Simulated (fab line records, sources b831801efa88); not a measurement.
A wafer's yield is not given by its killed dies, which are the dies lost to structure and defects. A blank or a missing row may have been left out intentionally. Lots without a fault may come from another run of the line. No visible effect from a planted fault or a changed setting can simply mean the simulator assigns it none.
Matching of chambers -- flow sfq_line -- 4 sister chambers for SFQ_TRILAYER_A5B_CMP_CMP_130 on cmp-02
The step polishes, stops on Nb, target thk 340.7 nm. 8 wafers are shown with their chamber, then 8 later ones without.

## EACH WAFER AND ITS CHAMBER
wafer,chamber,motor_current_A (A)
L597.1,1,10.6
L599.4,3,12.5
L600.3,2,9.8
L600.5,0,8.9
L601.2,3,13.0
L601.1,2,10.1
L601.3,1,10.3
L603.4,0,9.0

## WAFERS MISSING THEIR CHAMBER
wafer,motor_current_A (A)
L603.3,10.4
L603.5,10.7
L610.1,10.7
L610.3,8.9
L610.4,9.9
L614.1,12.3
L614.5,9.1
L614.6,13.2

## CHAMBER TAKEN BY EACH
wafer,from the rows above,in truth
L603.3,can't be placed: 1 or 2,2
L603.5,1,1
L610.1,1,1
L610.3,0,0
L610.4,2,2
L614.1,3,3
L614.5,0,0
L614.6,3,3
Correct placement for 7 of the 8. From these rows, 1 cannot be placed; in 1 the true chamber is one of the candidates. Wrongly placed: 0.
How it was worked out, from the rows above alone: a wafer's distance from a chamber is the root of the sum, over the readings, of the square of ((its reading less the chamber's mean) divided by the reading's scatter). The wafer belongs to the nearest chamber; if the next one is less than 2 further off, it can't be placed. A chamber's mean is the mean of its shown wafers. The scatter: the root of (the sum of the squares of (reading less its chamber's mean) over the shown wafers, divided by (wafers less chambers)).
